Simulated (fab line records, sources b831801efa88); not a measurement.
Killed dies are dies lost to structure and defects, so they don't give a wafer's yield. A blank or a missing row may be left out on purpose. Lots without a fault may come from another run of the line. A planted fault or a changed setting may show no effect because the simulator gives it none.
fab line records | flow sky130
record lots=14 wafers=42 last_day=50
route steps=708 shown VIA2@520 CAPM@539 METAL5@664 PAD_OPEN@708
lots that met no fault: from a run of the same line without faults
start_h: hours from the record's first day to the start of the lot's first wafer shown | wait_h: hours since the lot's step before | " the same as in the row above | L1.1+2: a row that stands for several wafers | - no value, or no start given | * or withheld: withheld | < > ~ a bound
route shown NAME@n: a module of which the file shows steps, and the number in the route of the first | usual: mean/standard deviation of fault-free wafers | same: alike in all rows | chamber/n: place in a boat | sites: the reading at each site | _std_site: their standard deviation | _edge_site: outer sites' mean less inner sites' | radius_mm: how far each site lies from the wafer's centre | mask NAME#n: copy n | behind: the tool/chamber that last shaped the wafer | hold: why the lot was held/for how many hours/how that ended | device: the transistor (n, p or np) that didn't switch | end of line: the same wafers' tests at the end of the route | a step without rows: its recipe alone | killed: dies lost to structure and defects at the first sort, not the wafer's yield | map: a wafer's dies, x killed, . not, _ none there
set.NAME: the setting as run; set.NAME@STEP: as run at that earlier step | model.NAME: the simulator's own value behind a step, which no gauge read
steps of the route over a sample of lots; a table a step, a row a wafer
services: from which hour (start_h, from the record's first day; less than 0 if before it) a tool's chamber was out of use, for how many hours, and why
## steps
# step SKY_VIA2_OVL_MEAS_13
# usual VIA2_OVL=5/5.3
# columns lot.wafer tool chamber start_h wait_h VIA2_OVL[nm]
L486.2 overlay-02 - 846.03 0.1 3
L486.3 " - " " 5
L486.4 " - " " 5
L491.1 overlay-02 - 897.75 0.1 5
L491.2 " - " " 8
L491.4 " - " " -5
L490.1 overlay-01 - 903.18 0.1 9
L490.4 " - " " 7
L490.6 " - " " 5
L489.2 overlay-02 - 904.13 0.1 0
L489.3 " - " " 9
L489.6 " - " " 6
L493.3 overlay-02 - 904.49 0.1 8
L493.4 " - " " 10
L493.6 " - " " 15
L492.2 overlay-02 - 906.15 0.1 3
L492.3 " - " " 0
L492.4 " - " " 8
L494.2 overlay-01 - 909.80 0.1 3
L494.4 " - " " 10
L494.5 " - " " 2
L495.4 overlay-02 - 942.17 0.1 6
L495.5 " - " " -8
L495.6 " - " " 7
L496.4 overlay-02 - 942.95 0.1 9
L496.5 " - " " 5
L496.6 " - " " 9
L499.1 overlay-01 - 946.80 0.1 12
L499.3 " - " " 10
L499.5 " - " " 9
L501.2 overlay-02 - 950.68 0.1 3
L501.4 " - " " 2
L501.6 " - " " 1
L507.1 overlay-01 - 990.13 0.1 -7
L507.2 " - " " -1
L507.3 " - " " 6
L508.1 overlay-01 - 1000.93 0.1 4
L508.2 " - " " 3
L508.5 " - " " 6
L509.1 overlay-02 - 1003.68 0.1 7
L509.3 " - " " 13
L509.4 " - " " 6
# step SKY_VIA2_THK_MEAS_23
# recipe thk_meas_gauge=xrf reads=W_of_VIA2_CVD_21
# usual VIA2_W_THK=417/7.7
# columns lot.wafer tool chamber start_h wait_h VIA2_W_THK[nm]
L486.2 film_metro-04 - 847.14 0.1 422
L486.3 " - " " 422
L486.4 " - " " 418
L491.1 film_metro-02 - 898.79 0.1 421
L491.2 " - " " 417
L491.4 " - " " 423
L490.1 film_metro-04 - 904.22 0.1 410
L490.4 " - " " 423
L490.6 " - " " 419
L489.2 film_metro-03 - 905.18 0.1 404
L489.3 " - " " 411
L489.6 " - " " 408
L493.3 film_metro-02 - 905.54 0.1 416
L493.4 " - " " 418
L493.6 " - " " 426
L492.2 film_metro-02 - 907.20 0.1 415
L492.3 " - " " 420
L492.4 " - " " 420
L494.2 film_metro-04 - 910.89 0.1 412
L494.4 " - " " 413
L494.5 " - " " 412
L495.4 film_metro-02 - 943.23 0.1 427
L495.5 " - " " 422
L495.6 " - " " 432
L496.4 film_metro-03 - 944.01 0.1 420
L496.5 " - " " 414
L496.6 " - " " 414
L499.1 film_metro-03 - 947.85 0.1 418
L499.3 " - " " 421
L499.5 " - " " 414
L501.2 film_metro-03 - 951.73 0.1 411
L501.4 " - " " 407
L501.6 " - " " 408
L507.1 film_metro-03 - 991.17 0.1 424
L507.2 " - " " 409
L507.3 " - " " 413
L508.1 film_metro-03 - 1002.15 0.1 406
L508.2 " - " " 413
L508.5 " - " " 409
L509.1 film_metro-03 - 1005.23 0.1 417
L509.3 " - " " 407
L509.4 " - " " 417
# step SKY_CAPM_SPUTTER_02
# recipe material=TiN target_thk_nm=200 temp_c=300 power_w=6500 time_s=166.7 chamber_pressure_pa=0.4
# usual throttle_valve_pct=30.2/0.9
# columns lot.wafer tool chamber start_h wait_h throttle_valve_pct
L486.2 pvd_sputter-04 - 847.73 0.0 29.8
L486.3 " - " " 29.8
L486.4 " - " " 31.6
L491.1 pvd_sputter-02 - 899.39 0.1 31.9
L491.2 " - " " 30.8
L491.4 " - " " 29.4
L490.1 pvd_sputter-04 - 904.82 0.1 29.3
L490.4 " - " " 29.8
L490.6 " - " " 29.6
L489.2 pvd_sputter-02 - 905.77 0.0 29.7
L489.3 " - " " 30.9
L489.6 " - " " 30.8
L493.3 pvd_sputter-01 - 906.12 0.0 29.0
L493.4 " - " " 29.9
L493.6 " - " " 28.8
L492.2 pvd_sputter-01 - 907.79 0.0 30.8
L492.3 " - " " 29.0
L492.4 " - " " 28.9
L494.2 pvd_sputter-01 - 911.48 0.0 29.8
L494.4 " - " " 31.1
L494.5 " - " " 30.9
L495.4 pvd_sputter-01 - 943.85 0.1 30.9
L495.5 " - " " 29.1
L495.6 " - " " 29.9
L496.4 pvd_sputter-04 - 944.57 0.0 29.8
L496.5 " - " " 29.3
L496.6 " - " " 29.9
L499.1 pvd_sputter-01 - 948.45 0.1 30.7
L499.3 " - " " 29.1
L499.5 " - " " 29.0
L501.2 pvd_sputter-01 - 952.32 0.0 30.9
L501.4 " - " " 30.6
L501.6 " - " " 29.7
L507.1 pvd_sputter-04 - 991.78 0.1 29.7
L507.2 " - " " 29.4
L507.3 " - " " 29.9
L508.1 pvd_sputter-04 - 1002.95 0.1 30.0
L508.2 " - " " 31.9
L508.5 " - " " 29.6
L509.1 pvd_sputter-04 - 1005.89 0.1 29.9
L509.3 " - " " 29.7
L509.4 " - " " 31.8
# step SKY_METAL5_SPUTTER_03
# recipe material=Ti target_thk_nm=5 power_w=3000 time_s=3.3 chamber_pressure_pa=0.3874
# usual throttle_valve_pct=30.1/1.1
# columns lot.wafer tool chamber start_h wait_h throttle_valve_pct
L486.2 pvd_sputter-02 - 1002.51 0.0 30.8
L486.3 " - " " 31.8
L486.4 " - " " 30.9
L491.1 pvd_sputter-03 - 1049.12 0.0 28.1
L491.2 " - " " 29.4
L491.4 " - " " 30.9
L490.1 pvd_sputter-03 - 1053.73 0.0 27.9
L490.4 " - " " 29.6
L490.6 " - " " 28.2
L489.2 pvd_sputter-04 - 1054.37 0.0 29.7
L489.3 " - " " 29.8
L489.6 " - " " 31.7
L493.3 pvd_sputter-03 - 1055.47 0.0 31.0
L493.4 " - " " 28.6
L493.6 " - " " 28.9
L492.2 pvd_sputter-03 - 1059.45 0.0 29.0
L492.3 " - " " 31.0
L492.4 " - " " 28.3
L494.2 pvd_sputter-02 - 1060.87 0.0 30.7
L494.4 " - " " 30.6
L494.5 " - " " 30.9
L495.4 pvd_sputter-02 - 1089.14 0.0 31.9
L495.5 " - " " 30.6
L495.6 " - " " 32.0
L496.4 pvd_sputter-03 - 1089.42 0.0 28.2
L496.5 " - " " 29.5
L496.6 " - " " 28.9
L499.1 pvd_sputter-03 - 1092.26 0.0 29.2
L499.3 " - " " 28.5
L499.5 " - " " 28.8
L501.2 pvd_sputter-02 - 1092.91 0.0 29.0
L501.4 " - " " 31.5
L501.6 " - " " 31.9
L507.1 pvd_sputter-03 - 1128.82 0.0 31.2
L507.2 " - " " 29.0
L507.3 " - " " 29.3
L508.1 pvd_sputter-04 - 1138.16 0.0 29.4
L508.2 " - " " 29.8
L508.5 " - " " 29.2
L509.1 pvd_sputter-04 - 1139.15 0.0 31.8
L509.3 " - " " 30.1
L509.4 " - " " 29.4
# step SKY_PAD_OPEN_PROBE_99
# usual killed_at_M0_to_M3=43/7.5 killed_at_M4_up=2.8/1.8 killed_at_contacts=24/5.3 killed_at_front_end=14/4.2 killed_at_other=0.3/0.54 killed_dies=84/9.4 killed_on_rim=16/3.3 killed_open=46/7.1 killed_short=38/6.6
# same gross_dies=492 killed_at_back_side=0
# columns lot.wafer tool chamber start_h wait_h killed_at_M0_to_M3 killed_at_M4_up killed_at_contacts killed_at_front_end killed_at_other killed_dies killed_on_rim killed_open killed_short
L492.2 prober-02 - 1123.51 0.1 41 2 20 20 0 83 14 45 37
L492.3 prober-02 - 1123.56 0.2 41 6 35 17 0 99 20 65 34
L492.4 prober-02 - 1123.61 0.2 44 1 26 14 0 85 16 52 33
L499.1 prober-01 - 1153.84 0.1 39 2 17 17 39 114 24 44 31
L499.3 prober-01 - 1153.94 0.2 41 2 14 24 46 127 24 39 42
L499.5 prober-01 - 1154.04 0.2 43 3 14 12 44 116 19 42 30
L501.2 prober-01 - 1154.70 0.1 53 6 18 13 37 127 29 48 42
L501.4 prober-01 - 1154.80 0.2 34 1 20 17 40 112 19 41 31
L501.6 prober-01 - 1154.90 0.2 42 5 20 21 50 138 18 43 43
# killed by level:class
L492.2 VIA1:geometric_particle:open=12 CONTACT:geometric_particle:open=9 FIELD_ISO:geometric_particle:short=6 VIA1:geometric_particle:short=6 VIA2:geometric_particle:open=5 VIA3:geometric_particle:open=5 POLY_GATE:geometric_particle:short=4 LOCAL_INTERCONNECT:geometric_particle:short=4
L492.3 VIA1:geometric_particle:open=17 CONTACT:geometric_particle:open=17 FIELD_ISO:geometric_particle:open=7 VIA3:geometric_particle:open=7 LI_CONTACT:geometric_particle:open=6 LI_CONTACT:geometric_particle:short=5 VIA2:geometric_particle:open=4 POLY_GATE:geometric_particle:short=4
L492.4 CONTACT:geometric_particle:open=13 VIA1:geometric_particle:open=10 METAL2:geometric_particle:short=7 VIA2:geometric_particle:open=6 LI_CONTACT:geometric_particle:open=5 VIA3:geometric_particle:open=4 POLY_GATE:geometric_particle:short=4 LOCAL_INTERCONNECT:geometric_particle:short=4
L499.1 CAPM:unspecified=39 VIA2:geometric_particle:open=10 CONTACT:geometric_particle:open=7 VIA1:geometric_particle:open=7 FIELD_ISO:geometric_particle:open=5 METAL2:geometric_particle:short=5 FIELD_ISO:geometric_particle:short=4 LI_CONTACT:geometric_particle:open=4
L499.3 CAPM:unspecified=46 CONTACT:geometric_particle:open=10 VIA1:geometric_particle:open=8 FIELD_ISO:geometric_particle:short=7 METAL2:geometric_particle:short=7 VIA2:geometric_particle:open=6 VIA3:geometric_particle:short=5 POLY_GATE:geometric_particle:open=4
L499.5 CAPM:unspecified=44 VIA2:geometric_particle:open=10 VIA1:geometric_particle:open=7 METAL2:geometric_particle:short=7 VIA3:geometric_particle:open=7 FIELD_ISO:geometric_particle:open=4 POLY_GATE:geometric_particle:open=4 LI_CONTACT:geometric_particle:open=4
L501.2 CAPM:unspecified=37 VIA1:geometric_particle:open=12 VIA3:geometric_particle:open=8 VIA1:geometric_particle:short=6 VIA2:geometric_particle:open=6 LI_CONTACT:geometric_particle:open=5 CONTACT:geometric_particle:open=5 METAL2:geometric_particle:short=5
L501.4 CAPM:unspecified=39 VIA1:geometric_particle:open=10 METAL1:geometric_particle:short=8 CONTACT:geometric_particle:open=7 LI_CONTACT:geometric_particle:open=6 FIELD_ISO:geometric_particle:open=5 CONTACT:geometric_particle:short=4 FIELD_ISO:geometric_particle:short=3
L501.6 CAPM:unspecified=49 METAL1:geometric_particle:short=12 VIA1:geometric_particle:open=9 CONTACT:geometric_particle:open=8 FIELD_ISO:geometric_particle:open=7 VIA2:geometric_particle:open=7 METAL2:geometric_particle:short=5 VIA3:geometric_particle:open=5
## services
# columns tool chamber start_h hours kind
pvd_sputter-04 - 859.11 0.8 repair
pvd_sputter-02 - 877.06 3.1 repair
pvd_sputter-04 - 905.06 6.7 repair
pvd_sputter-03 - 912.29 8.0 repair
pvd_sputter-04 - 940.99 1.1 repair
pvd_sputter-01 - 966.11 4.5 repair
pvd_sputter-04 - 972.43 3.3 repair
pvd_sputter-01 - 1003.80 1.2 repair
pvd_sputter-03 - 1031.46 3.3 repair
pvd_sputter-04 - 1071.87 23.0 repair
pvd_sputter-03 - 1090.15 1.6 repair
pvd_sputter-01 - 1092.99 8.6 repair
pvd_sputter-04 - 1113.19 7.2 repair
pvd_sputter-02 - 1128.42 5.1 repair
pvd_sputter-04 - 1131.02 2.8 repair
pvd_sputter-02 - 1137.59 9.0 repair
## key
first_sign step=SKY_PAD_OPEN_PROBE_99 reading=killed_at_other direction=up sigmas=42 usual=0.3 struck=42.7
effect step=SKY_PAD_OPEN_PROBE_99 reading=killed_dies direction=up sigmas=4 usual=84 struck=122
met_at SKY_CAPM_SPUTTER_02
struck_lots L499,L501
tester_left_out L501
not_acting_at SKY_VIA2_OVL_MEAS_13,SKY_VIA2_THK_MEAS_23,SKY_METAL5_SPUTTER_03
onset_between 943.85 948.45
earlier_fault kind=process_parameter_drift tool=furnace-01 chamber=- onset_h=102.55 steps=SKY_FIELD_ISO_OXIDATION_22 channel=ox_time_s offset=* shape=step end_h=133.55 acts_in=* stated=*
fault kind=chamber_particle_source tool=pvd_sputter-01 chamber=- onset_h=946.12 steps=SKY_CAPM_SPUTTER_02 rate_per_visit_cm2=0.7414
# tester_left_out: of these lots the tester's yield and bins aren't shown, on N5 and GAA mostly nor the transistor test; their killed dies are dies lost to structure and defects alone, not to doping, threshold or leakage, so they don't give the yield
